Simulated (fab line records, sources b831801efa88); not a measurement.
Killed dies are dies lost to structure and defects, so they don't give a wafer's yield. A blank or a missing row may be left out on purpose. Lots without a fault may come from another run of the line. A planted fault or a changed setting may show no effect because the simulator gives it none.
Which tool did it? | flow gf180mcu | 15 lots, 43 wafers sampled, at 5 steps of a route of 602

WHAT THE GAUGES READ, wafer by wafer
GF_HV_LDD_TW_MEAS_38.
lot  | measured     | on            | HV_LDD_3_TW
L317 | day 11 15:22 | film_metro-01 | 1474 1475 1468
L318 | day 12 01:37 | film_metro-01 | 1477 1470 1469
L319 | day 12 07:05 | film_metro-03 | 1417 1422 1414
L320 | day 12 17:03 | film_metro-04 | 1431 1421 1425
L321 | day 12 21:53 | film_metro-01 | 1478 1476 1470
L326 | day 14 17:41 | film_metro-04 | 1436 1418
L327 | day 14 22:26 | film_metro-01 | 1464 1444
L328 | day 15 08:01 | film_metro-01 | 1466 1452 1447
L334 | day 17 04:44 | film_metro-03 | 1430 1432 1433
L335 | day 17 22:04 | film_metro-04 | 1429 1427 1435
L336 | day 17 23:51 | film_metro-01 | 1468 1476 1470
L337 | day 18 06:55 | film_metro-03 | 1439 1438 1431
L339 | day 18 21:13 | film_metro-03 | 1430 1430 1434
L338 | day 19 00:06 | film_metro-04 | 1438 1442 1446
L340 | day 19 07:29 | film_metro-04 | 1445 1445 1445

GF_HV_LDD_OVL_MEAS_47.
lot  | measured     | on         | HV_LDD_03_OVL (nm)
L317 | day 12 10:14 | overlay-02 | -1.1 1.2 -0.3
L318 | day 12 21:19 | overlay-02 | 0.6 1.8 2.1
L319 | day 13 02:51 | overlay-02 | -0.4 -0.7 -0.9
L320 | day 13 13:25 | overlay-01 | 0.1 0.6 0.7
L321 | day 13 18:20 | overlay-02 | 0.8 -1.5 -1.0
L326 | day 15 15:34 | overlay-01 | 0.7 -0.6
L327 | day 15 19:51 | overlay-01 | -1.6 -0.7
L328 | day 16 05:28 | overlay-02 | 0.1 -1.9 -0.6
L334 | day 18 03:34 | overlay-02 | 1.8 -0.3 1.3
L335 | day 18 22:19 | overlay-02 | 0.2 2.2 -1.5
L336 | day 18 23:37 | overlay-02 | 2.0 -1.6 1.6
L337 | day 19 07:32 | overlay-01 | -0.1 0.2 -0.2
L339 | day 19 21:36 | overlay-02 | 0.6 1.2 0.1
L338 | day 20 00:23 | overlay-01 | -0.7 -0.4 -1.3
L340 | day 20 07:30 | overlay-02 | 0.9 0.6 0.2

GF_HV_LDD_RS_MEAS_53: measures by four-point-probe.
lot  | measured     | on            | HV_LDD_RS (ohm/sq)
L317 | day 12 10:42 | film_metro-01 | 417.3 417.7 418.5
L318 | day 12 21:46 | film_metro-03 | 418.8 419.4 417.4
L319 | day 13 03:19 | film_metro-01 | 419.5 419.3 420.5
L320 | day 13 13:53 | film_metro-01 | 417.5 419.1 416.9
L321 | day 13 18:48 | film_metro-01 | 417.5 417.0 417.1
L326 | day 15 16:03 | film_metro-01 | 418.4 421.1
L327 | day 15 20:22 | film_metro-01 | 417.7 421.6
L328 | day 16 05:57 | film_metro-04 | 418.2 420.7 420.8
L334 | day 18 04:04 | film_metro-01 | 417.8 419.0 419.1
L335 | day 18 22:46 | film_metro-03 | 418.8 419.1 418.4
L336 | day 19 00:10 | film_metro-03 | 418.1 419.4 418.7
L337 | day 19 08:02 | film_metro-03 | 419.4 419.1 417.7
L339 | day 19 22:04 | film_metro-03 | 419.2 418.9 419.0
L338 | day 20 00:52 | film_metro-04 | 417.7 417.6 418.2
L340 | day 20 07:58 | film_metro-04 | 416.9 418.9 417.4

WHICH TOOL RAN EACH LOT (tool, then ch and the chambers of the sampled wafers, then the start)
lot  | GF_HV_LDD_IMPLANT_33            | GF_HV_LDD_RTA_52
L317 | implanter-01 ch 0, day 11 14:40 | rtp_anneal-01 ch 0, day 12 10:38
L318 | implanter-03 ch 0, day 12 00:55 | rtp_anneal-01 ch 0, day 12 21:42
L319 | implanter-03 ch 0, day 12 06:23 | rtp_anneal-02 ch 0, day 13 03:15
L320 | implanter-01 ch 0, day 12 16:22 | rtp_anneal-01 ch 0, day 13 13:49
L321 | implanter-02 ch 0, day 12 21:11 | rtp_anneal-02 ch 0, day 13 18:44
L326 | implanter-01 ch 0, day 14 17:01 | rtp_anneal-01 ch 0, day 15 15:58
L327 | implanter-01 ch 0, day 14 21:44 | rtp_anneal-02 ch 0, day 15 20:18
L328 | implanter-01 ch 0, day 15 07:20 | rtp_anneal-01 ch 0, day 16 05:52
L334 | implanter-02 ch 0, day 17 04:04 | rtp_anneal-02 ch 0, day 18 03:58
L335 | implanter-02 ch 0, day 17 21:22 | rtp_anneal-02 ch 0, day 18 22:42
L336 | implanter-03 ch 0, day 17 23:10 | rtp_anneal-01 ch 0, day 19 00:01
L337 | implanter-03 ch 0, day 18 06:14 | rtp_anneal-01 ch 0, day 19 07:57
L339 | implanter-03 ch 0, day 18 20:31 | rtp_anneal-01 ch 0, day 19 22:00
L338 | implanter-02 ch 0, day 18 23:25 | rtp_anneal-02 ch 0, day 20 00:47
L340 | implanter-02 ch 0, day 19 06:47 | rtp_anneal-01 ch 0, day 20 07:54
- GF_HV_LDD_IMPLANT_33
- GF_HV_LDD_RTA_52: time 10 s.

WHAT THE TOOLS THEMSELVES READ (means of the sampled wafers that have a number; where no wafer has one, the mark that the record gives instead)
GF_HV_LDD_IMPLANT_33.
lot  | tool         | beam_on_s (s)
L317 | implanter-01 | 9.90
L318 | implanter-03 | 10.27
L319 | implanter-03 | 9.99
L320 | implanter-01 | 9.97
L321 | implanter-02 | 10.05
L326 | implanter-01 | 10.12
L327 | implanter-01 | 9.88
L328 | implanter-01 | 9.96
L334 | implanter-02 | 10.11
L335 | implanter-02 | 9.87
L336 | implanter-03 | 9.76
L337 | implanter-03 | 9.89
L339 | implanter-03 | 9.99
L338 | implanter-02 | 9.98
L340 | implanter-02 | 9.86

GF_HV_LDD_RTA_52.
lot  | tool          | chamber_o2_ppm | lamp_power_pct (%) | wafer_temp_C_max
L317 | rtp_anneal-01 | 1.985          | 38.5               | 1005.0
L318 | rtp_anneal-01 | 1.992          | 38.5               | 1004.4
L319 | rtp_anneal-02 | 1.983          | 36.7               | 1004.2
L320 | rtp_anneal-01 | 2.015          | 38.5               | 1005.6
L321 | rtp_anneal-02 | 1.972          | 36.7               | 1004.2
L326 | rtp_anneal-01 | 1.990          | 38.5               | 1005.7
L327 | rtp_anneal-02 | 1.989          | 36.8               | 1005.6
L328 | rtp_anneal-01 | 2.005          | 38.6               | 1005.0
L334 | rtp_anneal-02 | 2.000          | 36.7               | 1004.5
L335 | rtp_anneal-02 | 2.001          | 36.8               | 1005.2
L336 | rtp_anneal-01 | 2.003          | 38.5               | 1004.0
L337 | rtp_anneal-01 | 1.999          | 38.5               | 1004.6
L339 | rtp_anneal-01 | 1.996          | 38.5               | 1004.5
L338 | rtp_anneal-02 | 2.004          | 36.7               | 1005.4
L340 | rtp_anneal-01 | 2.003          | 38.6               | 1005.1

THE ANSWER, worked out from the rows above alone
Rule: what is usual is taken from the lots themselves. Put in order of their means at a reading, lots are off if they are a third of the lots or fewer, leave a main group of 4 or more, and stand apart from it by a gap of 3 or more times the standard deviation of the main group's means; of several such gaps the widest counts. A main group whose means are all the same, to the digits that the tables above print for the reading, isn't used. A lot without any number at a reading at which 4 lots or more have one is off too. The other lots that the step has rows for count as sound. The gauges are gone through in route order, then the tools' own readings, and for those a lot's mean is taken as printed above. The first step at which some lot is off is used, and at that step the reading that is off furthest; a lot without a number counts as furthest.
No lot is off at any reading shown: from this, nothing can be told.

WHAT THE SIMULATOR HAD PUT IN
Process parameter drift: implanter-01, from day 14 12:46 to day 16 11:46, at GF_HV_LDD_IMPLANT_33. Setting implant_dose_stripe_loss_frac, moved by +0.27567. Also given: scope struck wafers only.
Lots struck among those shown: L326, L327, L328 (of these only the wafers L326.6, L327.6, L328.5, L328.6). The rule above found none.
